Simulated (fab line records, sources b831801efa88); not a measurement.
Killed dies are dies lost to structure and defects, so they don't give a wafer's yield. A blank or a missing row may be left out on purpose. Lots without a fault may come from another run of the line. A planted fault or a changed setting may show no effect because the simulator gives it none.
A struck lot beside a sound one | flow gf180mcu | 21 steps out of a route of 602
Sound: wafers L852.1, L852.2, L852.4. Struck: wafers L864.2, L864.5, L864.6. The cause comes at the end.
At each step with rows: each side's tool, then ch and its chambers, then its first start. Under that, the readings that differ: sound wafers | struck wafers | difference of the means | sigmas: that difference in standard deviations of wafers without a fault.
alike: readings whose means differ by less than 2 such deviations, and words and numbers that are the same on both sides. not compared: withheld readings, readings that some wafer has no value for, bounds like >300 that may hide the same value, and numbers for which the record gives no deviation and whose values overlap.
The two part at a step that has a row with sigmas, a row that says differs or no value, or rows on one side only. Numbers that don't overlap but have no deviation are shown without sigmas and don't part them. A reading that every wafer of one side lacks parts them only if that side has two wafers or more.

first, 3 steps without rows for these wafers: GF_LVPWELL_EXPOSE_04 (exposes mask LVPWELL, target cd 600 nm); GF_LVPWELL_PEB_05; GF_LVPWELL_DEVELOP_06 (develop time 60 s).
GF_LVPWELL_OVL_MEAS_07:
  sound on overlay-02, day 4 01:53; struck on overlay-02, day 7 01:47
  alike: LVPWELL_OVL
then, 2 steps without rows for these wafers: GF_LVPWELL_IMPLANT_08; GF_LVPWELL_IMPLANT_09.
GF_LVPWELL_STRIP_10: strips in O2/N2.
  sound on plasma_asher-02 ch 0,1, day 4 02:13; struck on plasma_asher-01 ch 0,1, day 7 02:07
  reading            | sound       | struck      | difference | sigmas
  heater_power_w (W) | 397 438 396 | 347 336 297 | -84        | -2
  alike: chamber_pressure_mTorr, drypump_motor_current_A, oes_product_au, strip_time_to_endpoint_s
  not compared: rf_hours_counter_h
GF_LVPWELL_TW_MEAS_11:
  sound on film_metro-04, day 4 02:19; struck on film_metro-01, day 7 02:14
  alike: LVPWELL_TW
then, 4 steps without rows for these wafers: GF_MVSD_DEHYDRATE_00 (time 60 s); GF_MVSD_HMDS_01 (prime time 60 s); GF_MVSD_COAT_02 (resist thk 3000 nm); GF_MVSD_SOFTBAKE_03.
GF_MVSD_EXPOSE_04: exposes mask MVSD, target cd 1000 nm.
  sound on iline_stepper-02 ch 0, day 4 08:46; struck on iline_stepper-02 ch 0, day 7 10:23
  reading | sound                | struck                  | difference | sigmas
  mask    | MVSD#0 MVSD#0 MVSD#0 | Nwell#0 Nwell#0 Nwell#0 | differs    |
then, 2 steps without rows for these wafers: GF_MVSD_PEB_05; GF_MVSD_DEVELOP_06 (develop time 60 s).
GF_MVSD_OVL_MEAS_07:
  sound on overlay-01, day 4 15:01; struck on overlay-01, day 7 17:40
  reading       | sound       | struck | difference                    | sigmas
  MVSD_OVL (nm) | 2.2 0.3 2.0 | - - -  | no value on the struck wafers |
then, 2 steps without rows for these wafers: GF_MVSD_IMPLANT_08; GF_MVSD_IMPLANT_09.
GF_MVSD_STRIP_10: strips in O2/N2.
  sound on plasma_asher-03 ch 0,1, day 4 15:22; struck on plasma_asher-03 ch 0,1, day 7 18:00
  alike: chamber_pressure_mTorr, drypump_motor_current_A, heater_power_w, oes_product_au, strip_time_to_endpoint_s
  not compared: rf_hours_counter_h
GF_MVSD_TW_MEAS_11:
  sound on film_metro-01, day 4 15:28; struck on film_metro-01, day 7 18:29
  reading | sound          | struck   | difference | sigmas
  MVSD_TW | 1565 1566 1563 | 30 30 30 | -1535      | -77
  not compared: hold
then, 1 step without rows for these wafers: GF_PASSIVATION_PROBE_99.

WHERE THEY PART
First at GF_LVPWELL_STRIP_10; last, within this record, at GF_MVSD_TW_MEAS_11.

WHY: what the simulator had put in
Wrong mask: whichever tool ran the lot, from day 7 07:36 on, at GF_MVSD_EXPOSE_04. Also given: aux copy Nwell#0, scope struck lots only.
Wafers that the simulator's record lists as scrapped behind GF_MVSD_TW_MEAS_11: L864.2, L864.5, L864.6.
